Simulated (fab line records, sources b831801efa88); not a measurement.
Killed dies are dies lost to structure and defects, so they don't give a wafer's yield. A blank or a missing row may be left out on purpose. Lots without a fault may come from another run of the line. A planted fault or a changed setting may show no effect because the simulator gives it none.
Which tool did it? | flow gf180mcu | 14 lots, 42 wafers sampled, at 5 steps of a route of 602

WHAT THE GAUGES READ, wafer by wafer
GF_VT_IMPLANT_OVL_MEAS_40. Usual: VT_IMPLANT_03_OVL -0.7 nm, standard deviation 1.4.
lot  | measured     | on         | VT_IMPLANT_03_OVL (nm) | flag
L247 | day 7 14:07  | overlay-01 | -1.7 -2.8 -2.6         |
L249 | day 8 05:51  | overlay-02 | -2.7 1.0 0.0           |
L250 | day 8 11:22  | overlay-02 | 0.2 0.9 0.7            |
L254 | day 9 17:53  | overlay-02 | 0.2 -0.9 -1.3          |
L253 | day 9 18:01  | overlay-01 | 1.1 -0.8 -0.7          |
L255 | day 9 20:46  | overlay-01 | -0.9 0.5 -0.6          |
L259 | day 11 00:10 | overlay-02 | 1.6 0.6 0.3            |
L262 | day 11 23:29 | overlay-01 | -1.0 -1.3 0.0          |
L264 | day 12 11:39 | overlay-02 | 0.0 -1.4 -0.8          |
L265 | day 12 16:52 | overlay-02 | -1.7 -1.1 -0.6         |
L267 | day 13 07:49 | overlay-02 | -0.9 -1.5 -0.5         |
L268 | day 13 12:49 | overlay-01 | -0.7 -0.3 -0.8         |
L269 | day 13 18:01 | overlay-02 | -1.4 -0.7 1.1          |
L270 | day 14 02:42 | overlay-01 | -0.9 0.4 0.2           |

GF_POLY_GATE_THK_MEAS_01. Usual: POLY_GATE_CVD_00_THK 200.2 nm, standard deviation 1.8.
lot  | measured     | on            | POLY_GATE_CVD_00_THK (nm) | flag
L247 | day 8 12:28  | film_metro-02 | 199.1 199.9 197.3         |
L249 | day 9 05:16  | film_metro-01 | 201.3 198.7 198.4         |
L250 | day 9 10:15  | film_metro-03 | 199.6 196.9 197.7         |
L254 | day 10 18:53 | film_metro-02 | 198.5 198.3 199.2         |
L253 | day 10 18:53 | film_metro-01 | 201.2 199.7 200.5         |
L255 | day 10 21:10 | film_metro-02 | 198.1 196.3 198.9         |
L259 | day 12 00:49 | film_metro-03 | 201.5 203.2 200.8         |
L262 | day 13 02:32 | film_metro-01 | 199.3 199.2 200.8         |
L264 | day 13 13:35 | film_metro-02 | 200.9 200.0 200.8         |
L265 | day 13 19:50 | film_metro-03 | 199.1 200.5 199.8         |
L267 | day 14 10:38 | film_metro-02 | 202.7 200.7 203.5         |
L268 | day 14 15:44 | film_metro-02 | 199.7 203.6 202.5         |
L269 | day 14 22:24 | film_metro-02 | 201.9 199.8 200.1         |
L270 | day 15 06:08 | film_metro-01 | 200.5 201.5 199.7         |

GF_HV_LDD_CD_MEAS_07: target cd 400 nm. Usual: cd_nm 400.9 nm, standard deviation 2.5.
lot  | measured     | on        | cd_nm (nm)        | flag
L247 | day 10 00:02 | cd_sem-02 | 398.5 399.9 397.9 |
L249 | day 10 19:11 | cd_sem-01 | 402.0 403.2 406.3 |
L250 | day 11 03:19 | cd_sem-01 | 397.3 400.8 399.7 |
L254 | day 12 13:32 | cd_sem-02 | 401.2 401.6 299.1 | OFF
L253 | day 12 13:14 | cd_sem-01 | 402.5 403.7 301.0 | OFF
L255 | day 12 14:32 | cd_sem-01 | 398.5 298.4 398.9 | OFF
L259 | day 13 19:28 | cd_sem-01 | 403.4 403.2 403.9 |
L262 | day 14 22:08 | cd_sem-01 | 404.6 402.6 405.2 |
L264 | day 15 09:57 | cd_sem-02 | 399.6 396.5 398.8 |
L265 | day 15 16:44 | cd_sem-01 | 398.9 398.3 398.6 |
L267 | day 16 08:56 | cd_sem-01 | 399.6 398.8 397.7 |
L268 | day 16 16:35 | cd_sem-01 | 402.8 401.6 400.3 |
L269 | day 16 23:50 | cd_sem-02 | 403.3 404.2 402.0 |
L270 | day 17 05:16 | cd_sem-02 | 402.7 403.3 402.5 |

GF_HV_LDD_OVL_MEAS_08. Usual: HV_LDD_OVL -0.4 nm, standard deviation 1.4.
lot  | measured     | on         | HV_LDD_OVL (nm) | flag
L247 | day 10 00:08 | overlay-02 | 0.2 0.2 0.7     |
L249 | day 10 19:16 | overlay-01 | 0.7 -0.3 -0.2   |
L250 | day 11 03:25 | overlay-02 | -1.2 0.1 -0.9   |
L254 | day 12 13:40 | overlay-02 | -1.1 -2.4 -3.5  |
L253 | day 12 13:22 | overlay-02 | -1.2 -3.1 -3.2  |
L255 | day 12 14:37 | overlay-01 | -1.0 -1.1 -0.9  |
L259 | day 13 19:35 | overlay-01 | 3.1 1.8 4.8     |
L262 | day 14 22:14 | overlay-02 | -1.3 -0.8 -0.2  |
L264 | day 15 10:04 | overlay-02 | -0.5 -1.9 0.5   |
L265 | day 15 16:50 | overlay-01 | -0.1 -1.1 -0.3  |
L267 | day 16 09:02 | overlay-02 | 2.8 1.0 1.7     |
L268 | day 16 16:43 | overlay-01 | 0.9 0.2 -0.7    |
L269 | day 16 23:58 | overlay-02 | -1.8 -0.3 0.7   |
L270 | day 17 05:23 | overlay-02 | -1.2 -1.2 -1.7  |

WHICH TOOL RAN EACH LOT (tool, then ch and the chambers of the sampled wafers, then the start)
lot  | GF_HV_LDD_DEVELOP_06
L247 | litho_track-01 ch 0, day 9 23:54
L249 | litho_track-04 ch 0, day 10 19:02
L250 | litho_track-04 ch 0, day 11 03:10
L254 | litho_track-04 ch 0, day 12 13:23
L253 | litho_track-04 ch 0, day 12 13:05
L255 | litho_track-04 ch 0, day 12 14:23
L259 | litho_track-01 ch 0, day 13 19:19
L262 | litho_track-02 ch 0, day 14 21:59
L264 | litho_track-01 ch 0, day 15 09:48
L265 | litho_track-02 ch 0, day 15 16:35
L267 | litho_track-02 ch 0, day 16 08:47
L268 | litho_track-04 ch 0, day 16 16:26
L269 | litho_track-04 ch 0, day 16 23:41
L270 | litho_track-02 ch 0, day 17 05:07
- GF_HV_LDD_DEVELOP_06: develop time 60 s.

WHAT THE TOOLS THEMSELVES READ (means of the sampled wafers that have a number; where no wafer has one, the mark that the record gives instead)
GF_HV_LDD_DEVELOP_06. Usual: developer_temp_C 23.02 C, standard deviation 0.11; exhaust_pa 44.8 Pa, standard deviation 0.82.
lot  | tool           | developer_temp_C (C) | exhaust_pa (Pa) | flag
L247 | litho_track-01 | 23.02                | 44.9            |
L249 | litho_track-04 | 22.86                | 44.9            |
L250 | litho_track-04 | 22.96                | 45.9            |
L254 | litho_track-04 | 23.20                | 44.9            |
L253 | litho_track-04 | 22.97                | 44.3            |
L255 | litho_track-04 | 22.87                | 45.3            |
L259 | litho_track-01 | 22.94                | 46.6            |
L262 | litho_track-02 | 23.16                | 45.1            |
L264 | litho_track-01 | 22.90                | 44.7            |
L265 | litho_track-02 | 22.95                | 43.9            |
L267 | litho_track-02 | 23.11                | 44.3            |
L268 | litho_track-04 | 22.91                | 43.9            |
L269 | litho_track-04 | 22.98                | 45.6            |
L270 | litho_track-02 | 23.01                | 45.2            |

THE ANSWER, worked out from the rows above alone
Rule: a lot is off if the mean of its wafers that have a number lies more than 3 standard deviations from the usual mean. A lot without any number at a reading at which 4 lots or more have one is off too. The other lots that the step has rows for count as sound. The gauges are gone through in route order, then the tools' own readings, and for those a lot's mean is taken as printed above. The first step at which some lot is off is used, and at that step the reading that is off furthest; a lot without a number counts as furthest.
Off: L254, L253, L255, at GF_HV_LDD_CD_MEAS_07 (cd_nm).
A tool fits if, at a process step before that reading, it ran every lot that is off, and no sound lot after the first of them. The gauges at GF_HV_LDD_CD_MEAS_07 are tried like those tools. None of those tried fits.

WHAT THE SIMULATOR HAD PUT IN
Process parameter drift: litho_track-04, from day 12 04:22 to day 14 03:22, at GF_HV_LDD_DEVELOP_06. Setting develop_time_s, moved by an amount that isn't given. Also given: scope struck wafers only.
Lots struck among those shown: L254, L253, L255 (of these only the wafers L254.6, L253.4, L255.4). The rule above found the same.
